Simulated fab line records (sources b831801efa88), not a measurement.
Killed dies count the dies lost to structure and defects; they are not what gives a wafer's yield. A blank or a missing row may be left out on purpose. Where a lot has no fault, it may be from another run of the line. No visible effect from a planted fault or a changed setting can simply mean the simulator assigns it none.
fab line records | flow gf180mcu
[record] lots = 5 wafers = 15 last_day = 36
route steps=602 shown VT_IMPLANT@107 MVSD@136 NWELL@137 LVPWELL@138 MVPSD@139
lots that met no fault: from a run of the same line without faults
start_h: the number of hours between the record's first day and the start of the first shown wafer of the lot | wait_h: hours since the lot's step before | " identical to the entry in the row above | L1.1+2: several wafers, shown together as one row | - no value, or no start given | * or withheld: withheld | < > ~ a bound
route shown NAME@n: a module of which the file shows steps, and the number in the route of the first | usual: mean/standard deviation taken from wafers without a fault | same: alike in all rows | chamber/n: place in a boat | sites: the reading at each site | _std_site: the values' standard deviation | _edge_site: outer sites' mean less inner sites' | radius_mm: for every site, how far away it sits from the centre of the wafer | mask NAME#n: copy n | behind: tool/chamber where the wafer was last shaped | hold: cause of the lot's hold/its duration in hours/its outcome | device: which transistor (n, p or np) failed to switch | end of line: tests of these same wafers at the route's end | for a step that has no rows: nothing shown but its recipe | killed: at the first sort, the dies lost to defects and structure; wafer yield is something else | map: shows each die of a wafer: x if killed, . if not, _ if none is there
set.NAME: the run value of the setting; set.NAME@STEP: its run value at that earlier step | model.NAME: the simulator's own value behind a step, which no gauge read
lots seen at some steps along the route; tables by step, rows by wafer
services: when a tool's chamber went out of use (start_h, in hours from the record's first day, below 0 if earlier), for how many hours, and the reason
[[steps]]
[step GF_VT_IMPLANT_DEVELOP_17]
[recipe] develop_time_s = 60 dev_temp_c = 23
// columns lot.wafer tool chamber start_h wait_h
L079.3+4+5 litho_track-02 0 172.32 0.1
L087.1+5+6 litho_track-04 0 224.16 0.1
L094.2+5+6 litho_track-02 0 271.35 0.1
L096.2+3+5 litho_track-01 0 285.47 0.1
L097.1+2+6 litho_track-04 0 290.26 0.1
[step GF_VT_IMPLANT_OVL_MEAS_18]
[usual] VT_IMPLANT_01_OVL = 0.1/1.5
// columns lot.wafer tool chamber start_h wait_h VT_IMPLANT_01_OVL[nm]
L079.3 overlay-02 - 172.43 0.1 -2.0
L079.4 " - " " -2.1
L079.5 " - " " -0.1
L087.1 overlay-02 - 224.31 0.1 0.5
L087.5 " - " " 1.1
L087.6 " - " " 0.5
L094.2 overlay-02 - 271.48 0.1 1.6
L094.5 " - " " 2.1
L094.6 " - " " 0.6
L096.2 overlay-01 - 285.60 0.1 -0.5
L096.3 " - " " -0.4
L096.5 " - " " -2.6
L097.1 overlay-02 - 290.41 0.1 1.3
L097.2 " - " " 0.2
L097.6 " - " " 0.7
[step GF_VT_IMPLANT_IMPLANT_19]
[recipe] species = As energy_kev = 100 dose_cm2 = 4.35e+12 tilt_deg = 7
[usual] faraday_current_uA = 24.5/0.52
// columns lot.wafer tool chamber start_h wait_h faraday_current_uA
L079.3 implanter-03 0 172.51 0.1 24.3
L079.4 " 0 " " 25.1
L079.5 " 0 " " 23.7
L087.1 implanter-01 0 224.35 0.0 25.6
L087.5 " 0 " " 25.5
L087.6 " 0 " " 25.0
L094.2 implanter-03 0 271.53 0.0 25.1
L094.5 " 0 " " 25.4
L094.6 " 0 " " 24.1
L096.2 implanter-01 0 285.65 0.0 24.4
L096.3 " 0 " " 25.4
L096.5 " 0 " " 24.4
L097.1 implanter-03 0 290.45 0.0 24.3
L097.2 " 0 " " 25.0
L097.6 " 0 " " 24.7
[step GF_VT_IMPLANT_STRIP_20]
[recipe] chemistry = O2/N2 power_w = 1400 pressure_mtorr = 1500 platen_temp_c = 250 o2_flow_sccm = 3000 n2_flow_sccm = 300 overash_fraction = 0.5
[usual] drypump_motor_current_A = 5.8/0.45 heater_power_w = 319/33 oes_product_au = 0.716/0.0048 platen_temp_c = 250.00/0.16 strip_time_to_endpoint_s = 12.64/0.041
// columns lot.wafer tool chamber start_h wait_h drypump_motor_current_A heater_power_w oes_product_au platen_temp_c rf_hours_counter_h strip_time_to_endpoint_s
L079.3 plasma_asher-03 1 172.64 0.1 6.6 303 0.717 250.02 - 12.63
L079.4 " 0 " " 5.8 316 0.716 250.18 - 12.68
L079.5 " 0 " " 5.8 302 0.714 250.07 - 12.62
L087.1 plasma_asher-04 1 224.50 0.1 5.8 320 0.720 249.96 57 12.66
L087.5 " 1 " " 5.8 311 0.715 250.05 - 12.59
L087.6 " 0 " " 5.7 377 0.717 249.82 - 12.64
L094.2 plasma_asher-03 0 271.66 0.1 5.8 314 0.713 250.07 64 12.64
L094.5 " 1 " " 6.6 287 0.713 249.91 - 12.64
L094.6 " 0 " " 5.8 306 0.718 249.94 - 12.68
L096.2 plasma_asher-03 1 285.78 0.1 6.5 282 0.710 250.16 65 12.57
L096.3 " 1 " " 6.5 294 0.725 250.06 - 12.60
L096.5 " 0 " " 5.8 312 0.715 250.27 - 12.58
L097.1 plasma_asher-01 1 290.60 0.1 5.7 275 0.715 250.30 17 12.55
L097.2 " 0 " " 4.9 328 0.719 249.98 17 12.57
L097.6 " 1 " " 5.7 270 0.717 250.27 - 12.58
[step GF_VT_IMPLANT_TW_MEAS_21]
[usual] VT_IMPLANT_2_TW = 1209/6.9
// columns lot.wafer tool chamber start_h wait_h VT_IMPLANT_2_TW
L079.3 film_metro-04 - 172.73 0.1 1206
L079.4 " - " " 1209
L079.5 " - " " 1211
L087.1 film_metro-04 - 224.60 0.1 1213
L087.5 " - " " 1214
L087.6 " - " " 1210
L094.2 film_metro-04 - 271.77 0.1 1214
L094.5 " - " " 1202
L094.6 " - " " 1209
L096.2 film_metro-03 - 285.89 0.1 1222
L096.3 " - " " 1224
L096.5 " - " " 1220
L097.1 film_metro-04 - 290.70 0.1 1211
L097.2 " - " " 1213
L097.6 " - " " 1203
[step GF_VT_IMPLANT_DEHYDRATE_22]
[recipe] temp_c = 200 time_s = 60
// columns lot.wafer tool chamber start_h wait_h
L079.3+4+5 litho_track-02 0 181.17 8.4
L087.1+5+6 litho_track-04 0 235.06 10.5
L094.2+5+6 litho_track-04 0 282.04 10.3
L096.2+3+5 litho_track-04 0 294.79 8.9
L097.1+2+6 litho_track-02 0 300.62 9.9
[step GF_VT_IMPLANT_HMDS_23]
[recipe] prime_time_s = 60 prime_temp_c = 120
// columns lot.wafer tool chamber start_h wait_h
L079.3+4+5 litho_track-02 0 181.32 0.1
L087.1+5+6 litho_track-04 0 235.21 0.1
L094.2+5+6 litho_track-04 0 282.19 0.1
L096.2+3+5 litho_track-04 0 294.94 0.1
L097.1+2+6 litho_track-02 0 300.77 0.1
[step GF_VT_IMPLANT_COAT_24]
[recipe] resist = NOVOLAK spin_rpm = 3000 resist_thk_nm = 1011
// columns lot.wafer tool chamber start_h wait_h
L079.3+4+5 litho_track-02 0 181.47 0.1
L087.1+5+6 litho_track-04 0 235.36 0.1
L094.2+5+6 litho_track-04 0 282.34 0.1
L096.2+3+5 litho_track-04 0 295.09 0.1
L097.1+2+6 litho_track-02 0 300.92 0.1
[step GF_VT_IMPLANT_SOFTBAKE_25]
[recipe] temp_c = 90 time_s = 60 resist = NOVOLAK
// columns lot.wafer tool chamber start_h wait_h
L079.3+4+5 litho_track-02 0 181.62 0.1
L087.1+5+6 litho_track-04 0 235.51 0.1
L094.2+5+6 litho_track-04 0 282.49 0.1
L096.2+3+5 litho_track-04 0 295.24 0.1
L097.1+2+6 litho_track-02 0 301.07 0.1
[step GF_VT_IMPLANT_EXPOSE_26]
[recipe] mask_id = LVPWELL_HV_AREA target_cd_nm = 860 na = 0.6 source_shape = conventional sigma_outer = 0.6 dose_mj = 140
// columns lot.wafer tool chamber start_h wait_h mask
L079.3+4+5 iline_stepper-02 0 - - LVPWELL_HV_AREA#0
L087.1+5+6 iline_stepper-01 0 - - LVPWELL_HV_AREA#0
L094.2+5+6 iline_stepper-02 0 - - LVPWELL_HV_AREA#0
L096.2+3+5 iline_stepper-01 0 - - LVPWELL_HV_AREA#0
L097.1+2+6 iline_stepper-01 0 - - LVPWELL_HV_AREA#0
[step GF_VT_IMPLANT_PEB_27]
[recipe] temp_c = withheld time_s = * resist = NOVOLAK
// columns lot.wafer tool chamber start_h wait_h
L079.3+4+5 litho_track-04 0 - -
L087.1+5+6 litho_track-04 0 - -
L094.2+5+6 litho_track-01 0 - -
L096.2+3+5 litho_track-04 0 - -
L097.1+2+6 litho_track-04 0 - -
[step GF_VT_IMPLANT_DEVELOP_28]
[recipe] develop_time_s = 60 dev_temp_c = 23
// columns lot.wafer tool chamber start_h wait_h
L079.3+4+5 litho_track-04 0 191.26 0.1
L087.1+5+6 litho_track-04 0 245.31 0.1
L094.2+5+6 litho_track-01 0 292.17 0.1
L096.2+3+5 litho_track-04 0 305.59 0.1
L097.1+2+6 litho_track-04 0 311.31 0.1
[step GF_VT_IMPLANT_OVL_MEAS_29]
[usual] VT_IMPLANT_02_OVL = -0.5/1.5
// columns lot.wafer tool chamber start_h wait_h VT_IMPLANT_02_OVL[nm]
L079.3 overlay-02 - 191.38 0.1 -1.4
L079.4 " - " " -1.0
L079.5 " - " " 1.1
L087.1 overlay-01 - 245.46 0.1 0.7
L087.5 " - " " -0.6
L087.6 " - " " -0.6
L094.2 overlay-01 - 292.30 0.1 1.5
L094.5 " - " " 0.1
L094.6 " - " " -0.9
L096.2 overlay-02 - 305.72 0.1 1.1
L096.3 " - " " -1.2
L096.5 " - " " 0.3
L097.1 overlay-02 - 311.46 0.1 1.2
L097.2 " - " " 1.5
L097.6 " - " " -0.6
[step GF_VT_IMPLANT_IMPLANT_30]
[recipe] species = B energy_kev = 25 dose_cm2 = 2.534e+12 tilt_deg = 7
[usual] faraday_current_uA = 14.30/0.28
// columns lot.wafer tool chamber start_h wait_h faraday_current_uA
L079.3 implanter-03 0 191.45 0.1 14.12
L079.4 " 0 " " 14.22
L079.5 " 0 " " 14.08
L087.1 implanter-01 0 245.50 0.0 14.03
L087.5 " 0 " " 14.13
L087.6 " 0 " " 14.63
L094.2 implanter-01 0 292.35 0.0 14.50
L094.5 " 0 " " 14.64
L094.6 " 0 " " 14.09
L096.2 implanter-01 0 305.77 0.0 14.19
L096.3 " 0 " " 14.56
L096.5 " 0 " " 14.54
L097.1 implanter-04 0 311.50 0.0 13.75
L097.2 " 0 " " 14.14
L097.6 " 0 " " 13.84
[step GF_VT_IMPLANT_STRIP_31]
[recipe] chemistry = O2/N2 power_w = 1400 pressure_mtorr = 1500 platen_temp_c = 250 o2_flow_sccm = 3000 n2_flow_sccm = 300 overash_fraction = 0.5
[usual] drypump_motor_current_A = 5.8/0.44 heater_power_w = 321/33 oes_product_au = 0.716/0.0049 platen_temp_c = 250.01/0.18 strip_time_to_endpoint_s = 12.78/0.034
// columns lot.wafer tool chamber start_h wait_h drypump_motor_current_A heater_power_w oes_product_au platen_temp_c rf_hours_counter_h strip_time_to_endpoint_s
L079.3 plasma_asher-04 0 191.58 0.1 5.6 384 0.705 249.60 - 12.78
L079.4 " 1 " " 5.8 313 0.714 250.15 - 12.75
L079.5 " 0 " " 5.6 387 0.719 249.83 - 12.76
L087.1 plasma_asher-01 1 245.65 0.1 5.7 275 0.722 250.01 13 12.77
L087.5 " 0 " " 4.9 331 0.723 249.97 - 12.80
L087.6 " 1 " " 5.7 277 0.716 249.86 - 12.76
L094.2 plasma_asher-01 0 292.48 0.1 4.9 326 0.719 249.97 17 12.80
L094.5 " 0 " " 4.9 324 0.719 249.71 - 12.78
L094.6 " 1 " " 5.7 281 0.721 249.97 - 12.78
L096.2 plasma_asher-01 0 305.90 0.1 4.9 321 0.713 250.24 18 12.78
L096.3 " 1 " " 5.7 284 0.717 250.11 - 12.77
L096.5 " 1 " " 5.7 275 0.722 249.92 - 12.77
L097.1 plasma_asher-03 0 311.65 0.1 5.8 311 0.707 249.69 68 12.83
L097.2 " 1 " " 6.6 294 0.709 249.96 68 12.82
L097.6 " 0 " " 5.8 309 0.715 250.12 - 12.79
[step GF_VT_IMPLANT_TW_MEAS_32]
[usual] VT_IMPLANT_3_TW = 267.9/2
// columns lot.wafer tool chamber start_h wait_h VT_IMPLANT_3_TW
L079.3 film_metro-04 - 191.67 0.1 267.2
L079.4 " - " " 267.1
L079.5 " - " " 265.7
L087.1 film_metro-04 - 245.75 0.1 268.7
L087.5 " - " " 268.3
L087.6 " - " " 268.4
L094.2 film_metro-01 - 292.59 0.1 266.6
L094.5 " - " " 265.9
L094.6 " - " " 267.2
L096.2 film_metro-03 - 306.01 0.1 270.3
L096.3 " - " " 270.0
L096.5 " - " " 270.0
L097.1 film_metro-01 - 311.75 0.1 263.8
L097.2 " - " " 266.3
L097.6 " - " " 266.7
[step GF_VT_IMPLANT_DEHYDRATE_33]
[recipe] temp_c = 200 time_s = 60
// columns lot.wafer tool chamber start_h wait_h
L079.3+4+5 litho_track-01 0 200.44 8.8
L087.1+5+6 litho_track-04 0 256.36 10.6
L094.2+5+6 litho_track-04 0 302.49 9.9
L096.2+3+5 litho_track-01 0 316.02 10.0
L097.1+2+6 litho_track-04 0 322.36 10.6
[step GF_VT_IMPLANT_HMDS_34]
[recipe] prime_time_s = 60 prime_temp_c = 120
// columns lot.wafer tool chamber start_h wait_h
L079.3+4+5 litho_track-01 0 200.59 0.1
L087.1+5+6 litho_track-04 0 256.51 0.1
L094.2+5+6 litho_track-04 0 302.64 0.1
L096.2+3+5 litho_track-01 0 316.17 0.1
L097.1+2+6 litho_track-04 0 322.51 0.1
[step GF_VT_IMPLANT_COAT_35]
[recipe] resist = NOVOLAK spin_rpm = 3000 resist_thk_nm = 1000
// columns lot.wafer tool chamber start_h wait_h
L079.3+4+5 litho_track-01 0 200.74 0.1
L087.1+5+6 litho_track-04 0 256.66 0.1
L094.2+5+6 litho_track-04 0 302.79 0.1
L096.2+3+5 litho_track-01 0 316.32 0.1
L097.1+2+6 litho_track-04 0 322.66 0.1
[step GF_VT_IMPLANT_SOFTBAKE_36]
[recipe] temp_c = 90.41 time_s = 60 resist = NOVOLAK
// columns lot.wafer tool chamber start_h wait_h
L079.3+4+5 litho_track-01 0 200.89 0.1
L087.1+5+6 litho_track-04 0 256.81 0.1
L094.2+5+6 litho_track-04 0 302.94 0.1
L096.2+3+5 litho_track-01 0 316.47 0.1
L097.1+2+6 litho_track-04 0 322.81 0.1
[step GF_VT_IMPLANT_EXPOSE_37]
[recipe] mask_id = Nwell_HV_AREA target_cd_nm = 860 na = 0.6 source_shape = conventional sigma_outer = 0.6 dose_mj = 140
// columns lot.wafer tool chamber start_h wait_h mask
L079.3+4+5 iline_stepper-02 0 - - Nwell_HV_AREA#0
L087.1+5+6 iline_stepper-02 0 - - Nwell_HV_AREA#0
L094.2+5+6 iline_stepper-02 0 - - Nwell_HV_AREA#0
L096.2+3+5 iline_stepper-01 0 - - Nwell_HV_AREA#0
L097.1+2+6 iline_stepper-01 0 - - Nwell_HV_AREA#0
[step GF_VT_IMPLANT_PEB_38]
[recipe] temp_c = withheld time_s = * resist = NOVOLAK
// columns lot.wafer tool chamber start_h wait_h
L079.3+4+5 litho_track-04 0 - -
L087.1+5+6 litho_track-01 0 - -
L094.2+5+6 litho_track-02 0 - -
L096.2+3+5 litho_track-01 0 - -
L097.1+2+6 litho_track-02 0 - -
[step GF_VT_IMPLANT_DEVELOP_39]
[recipe] develop_time_s = 60 dev_temp_c = 23
// columns lot.wafer tool chamber start_h wait_h
L079.3+4+5 litho_track-04 0 210.66 0.1
L087.1+5+6 litho_track-01 0 266.99 0.1
L094.2+5+6 litho_track-02 0 313.09 0.1
L096.2+3+5 litho_track-01 0 327.52 0.1
L097.1+2+6 litho_track-02 0 333.42 0.1
[step GF_VT_IMPLANT_OVL_MEAS_40]
[usual] VT_IMPLANT_03_OVL = -0.1/1.3
// columns lot.wafer tool chamber start_h wait_h VT_IMPLANT_03_OVL[nm]
L079.3 overlay-01 - 210.78 0.1 1.4
L079.4 " - " " -0.4
L079.5 " - " " 0.1
L087.1 overlay-01 - 267.14 0.1 -0.4
L087.5 " - " " 0.7
L087.6 " - " " 0.9
L094.2 overlay-01 - 313.23 0.1 0.8
L094.5 " - " " 0.5
L094.6 " - " " -1.4
L096.2 overlay-02 - 327.65 0.1 -1.9
L096.3 " - " " 0.6
L096.5 " - " " 0.2
L097.1 overlay-01 - 333.57 0.1 3.0
L097.2 " - " " 0.9
L097.6 " - " " 2.7
[step GF_VT_IMPLANT_IMPLANT_41]
[recipe] species = As energy_kev = 70 dose_cm2 = 1.013e+12 tilt_deg = 7
[usual] faraday_current_uA = 5.72/0.12
// columns lot.wafer tool chamber start_h wait_h faraday_current_uA
L079.3 implanter-03 0 210.85 0.1 5.77
L079.4 " 0 " " 5.72
L079.5 " 0 " " 5.61
L087.1 implanter-03 0 267.18 0.0 5.65
L087.5 " 0 " " 5.87
L087.6 " 0 " " 5.80
L094.2 implanter-03 0 313.28 0.0 5.72
L094.5 " 0 " " 5.79
L094.6 " 0 " " 5.77
L096.2 implanter-01 0 327.70 0.0 5.72
L096.3 " 0 " " 5.68
L096.5 " 0 " " 5.85
L097.1 implanter-04 0 333.61 0.0 5.73
L097.2 " 0 " " 5.71
L097.6 " 0 " " 5.64
[step GF_VT_IMPLANT_STRIP_42]
[recipe] chemistry = O2/N2 power_w = 1400 pressure_mtorr = 1500 platen_temp_c = 250 o2_flow_sccm = 3000 n2_flow_sccm = 300 overash_fraction = 0.5
[usual] drypump_motor_current_A = 5.7/0.46 heater_power_w = 318/33 oes_product_au = 0.716/0.0043 platen_temp_c = 249.99/0.16 strip_time_to_endpoint_s = 12.62/0.035
// columns lot.wafer tool chamber start_h wait_h drypump_motor_current_A heater_power_w oes_product_au platen_temp_c rf_hours_counter_h strip_time_to_endpoint_s
L079.3 plasma_asher-04 0 210.98 0.1 5.7 379 0.715 250.07 - 12.59
L079.4 " 1 " " 5.7 325 0.716 249.93 - 12.63
L079.5 " 0 " " 5.6 380 0.708 250.01 - 12.62
L087.1 plasma_asher-03 1 267.33 0.1 6.5 293 0.719 249.92 63 12.61
L087.5 " 1 " " 6.6 298 0.718 250.20 - 12.58
L087.6 " 0 " " 5.8 314 0.712 250.11 - 12.62
L094.2 plasma_asher-03 0 313.41 0.1 5.8 308 0.721 249.85 68 12.64
L094.5 " 1 " " 6.6 297 0.711 249.82 - 12.63
L094.6 " 0 " " 5.8 313 0.726 250.21 - 12.69
L096.2 plasma_asher-01 0 327.83 0.1 5.0 328 0.714 250.11 21 12.59
L096.3 " 0 " " 4.9 325 0.721 249.98 - 12.58
L096.5 " 1 " " 5.7 284 0.720 250.04 - 12.58
L097.1 plasma_asher-04 1 333.76 0.1 5.8 310 0.715 250.23 69 12.59
L097.2 " 0 " " 5.6 373 0.718 250.10 69 12.58
L097.6 " 0 " " 5.6 387 0.709 250.04 - 12.60
[step GF_VT_IMPLANT_TW_MEAS_43]
[usual] VT_IMPLANT_4_TW = 688/4.8
// columns lot.wafer tool chamber start_h wait_h VT_IMPLANT_4_TW
L079.3 film_metro-04 - 211.07 0.1 688
L079.4 " - " " 685
L079.5 " - " " 685
L087.1 film_metro-01 - 267.43 0.1 683
L087.5 " - " " 680
L087.6 " - " " 679
L094.2 film_metro-01 - 313.52 0.1 677
L094.5 " - " " 684
L094.6 " - " " 683
L096.2 film_metro-03 - 327.94 0.1 693
L096.3 " - " " 694
L096.5 " - " " 691
L097.1 film_metro-03 - 333.90 0.1 693
L097.2 " - " " 692
L097.6 " - " " 697
[step GF_VT_IMPLANT_CLEAN_44]
[recipe] chemistry = SC1/SC2 mix = 1:4:20 temp_c = 70 time_s = 150 dry = n2_spin
// columns lot.wafer tool chamber start_h wait_h
L079.3+4+5 wet_bench-03 1 211.11 0.0
L087.1+5+6 wet_bench-01 1 267.49 0.1
L094.2+5+6 wet_bench-03 1 313.57 0.0
L096.2+3+5 wet_bench-01 0 327.99 0.0
L097.1+2+6 wet_bench-03 2 333.96 0.1
[step GF_VT_IMPLANT_RTA_45]
[recipe] temp_c = 1050 time_s = 30 ambient = N2
[usual] lamp_power_pct = 37/3 wafer_temp_C_max = 1055.2/1.2
// columns lot.wafer tool chamber start_h wait_h lamp_power_pct wafer_temp_C_max
L079.3 rtp_anneal-01 0 211.19 0.0 35 1056.0
L079.4 " 0 " " 35 1056.5
L079.5 " 0 " " 35 1055.3
L087.1 rtp_anneal-01 0 267.54 0.0 35 1056.3
L087.5 " 0 " " 35 1054.2
L087.6 " 0 " " 35 1056.1
L094.2 rtp_anneal-01 0 313.68 0.0 35 1057.3
L094.5 " 0 " " 35 1057.4
L094.6 " 0 " " 35 1057.2
L096.2 rtp_anneal-01 0 328.06 0.0 35 1055.3
L096.3 " 0 " " 35 1057.0
L096.5 " 0 " " 35 1054.9
L097.1 rtp_anneal-02 0 334.01 0.0 41 1053.8
L097.2 " 0 " " 41 1055.0
L097.6 " 0 " " 41 1054.0
[step GF_VT_IMPLANT_RS_MEAS_46]
[recipe] thk_meas_gauge = four-point-probe
[usual] MVSD_RS = 456.0/1.1
// columns lot.wafer tool chamber start_h wait_h MVSD_RS[ohm/sq]
L079.3 film_metro-04 - 211.30 0.1 456.2
L079.4 " - " " 455.8
L079.5 " - " " 456.3
L087.1 film_metro-03 - 267.64 0.1 456.5
L087.5 " - " " 456.2
L087.6 " - " " 455.3
L094.2 film_metro-03 - 313.79 0.1 458.3
L094.5 " - " " 456.2
L094.6 " - " " 456.8
L096.2 film_metro-02 - 328.16 0.1 456.0
L096.3 " - " " 455.9
L096.5 " - " " 455.6
L097.1 film_metro-04 - 334.11 0.1 453.7
L097.2 " - " " 453.9
L097.6 " - " " 455.2
[step GF_VT_IMPLANT_RS_MEAS_47]
[recipe] thk_meas_gauge = four-point-probe
[usual] NWELL_RS = 484.5/1.1
// columns lot.wafer tool chamber start_h wait_h NWELL_RS[ohm/sq]
L079.3 film_metro-04 - 211.42 0.1 486.0
L079.4 " - " " 486.5
L079.5 " - " " 486.1
L087.1 film_metro-03 - 267.76 0.1 483.7
L087.5 " - " " 485.0
L087.6 " - " " 486.0
L094.2 film_metro-03 - 313.91 0.1 482.5
L094.5 " - " " 484.3
L094.6 " - " " 484.1
L096.2 film_metro-02 - 328.28 0.1 485.2
L096.3 " - " " 484.2
L096.5 " - " " 483.0
L097.1 film_metro-04 - 334.23 0.1 486.1
L097.2 " - " " 483.1
L097.6 " - " " 484.8
[step GF_VT_IMPLANT_RS_MEAS_48]
[recipe] thk_meas_gauge = four-point-probe
[usual] LVPWELL_RS = 1196.9/2.9
// columns lot.wafer tool chamber start_h wait_h LVPWELL_RS[ohm/sq]
L079.3 film_metro-04 - 211.54 0.1 1191.9
L079.4 " - " " 1197.9
L079.5 " - " " 1195.1
L087.1 film_metro-03 - 267.88 0.1 1197.0
L087.5 " - " " 1196.2
L087.6 " - " " 1197.5
L094.2 film_metro-03 - 314.03 0.1 1199.7
L094.5 " - " " 1194.6
L094.6 " - " " 1194.5
L096.2 film_metro-02 - 328.40 0.1 1196.6
L096.3 " - " " 1198.3
L096.5 " - " " 1200.7
L097.1 film_metro-04 - 334.35 0.1 1200.6
L097.2 " - " " 1196.8
L097.6 " - " " 1199.1
[step GF_VT_IMPLANT_RS_MEAS_49]
[recipe] thk_meas_gauge = four-point-probe
[usual] MVPSD_RS = 1168.6/2.8
// columns lot.wafer tool chamber start_h wait_h MVPSD_RS[ohm/sq]
L079.3 film_metro-04 - 211.66 0.1 1167.6
L079.4 " - " " 1166.4
L079.5 " - " " 1170.8
L087.1 film_metro-03 - 268.00 0.1 1165.4
L087.5 " - " " 1164.2
L087.6 " - " " 1166.8
L094.2 film_metro-03 - 314.15 0.1 1170.6
L094.5 " - " " 1169.7
L094.6 " - " " 1170.7
L096.2 film_metro-02 - 328.52 0.1 1170.6
L096.3 " - " " 1171.6
L096.5 " - " " 1171.6
L097.1 film_metro-04 - 334.47 0.1 1171.1
L097.2 " - " " 1171.1
L097.6 " - " " 1172.3
[step GF_VT_IMPLANT_WET_ETCH_50]
[recipe] chemistry = dHF target_depth_nm = 20 target = SiO2 temp_c = 25 dilution = 100:1 time_s = 400
// columns lot.wafer tool chamber start_h wait_h
L079.3+4+5 wet_bench-01 0 211.74 0.1
L087.1+5+6 wet_bench-03 2 268.12 0.1
L094.2+5+6 wet_bench-03 3 314.25 0.1
L096.2+3+5 wet_bench-01 2 328.62 0.1
L097.1+2+6 wet_bench-01 3 334.59 0.1
[[services]]
// columns tool chamber start_h hours kind
plasma_asher-03 - 161.03 3.8 repair
implanter-04 - 173.76 3.2 repair
iline_stepper-02 - 177.05 2.5 repair
iline_stepper-01 - 184.41 4.4 pm
rtp_anneal-02 - 192.54 2.8 pm
implanter-04 - 200.53 4.9 repair
implanter-04 - 201.07 2.1 repair
iline_stepper-02 0 202.45 - calibration
iline_stepper-02 - 203.11 1.7 pm
iline_stepper-02 - 210.45 10.8 repair
iline_stepper-01 0 210.52 - calibration
rtp_anneal-01 - 214.11 14.8 repair
implanter-01 - 216.71 3.9 pm
iline_stepper-01 - 228.96 4.7 repair
implanter-04 - 229.13 3.6 pm
plasma_asher-01 - 231.00 14.6 pm
rtp_anneal-01 - 257.11 9.6 pm
litho_track-02 - 297.17 - consumable_replace:filter
iline_stepper-01 - 306.38 1.7 pm
iline_stepper-01 - 318.32 2.1 pm
iline_stepper-01 - 320.41 - consumable_replace:lamp
implanter-01 - 330.37 0.7 repair
[[key]]
fault none
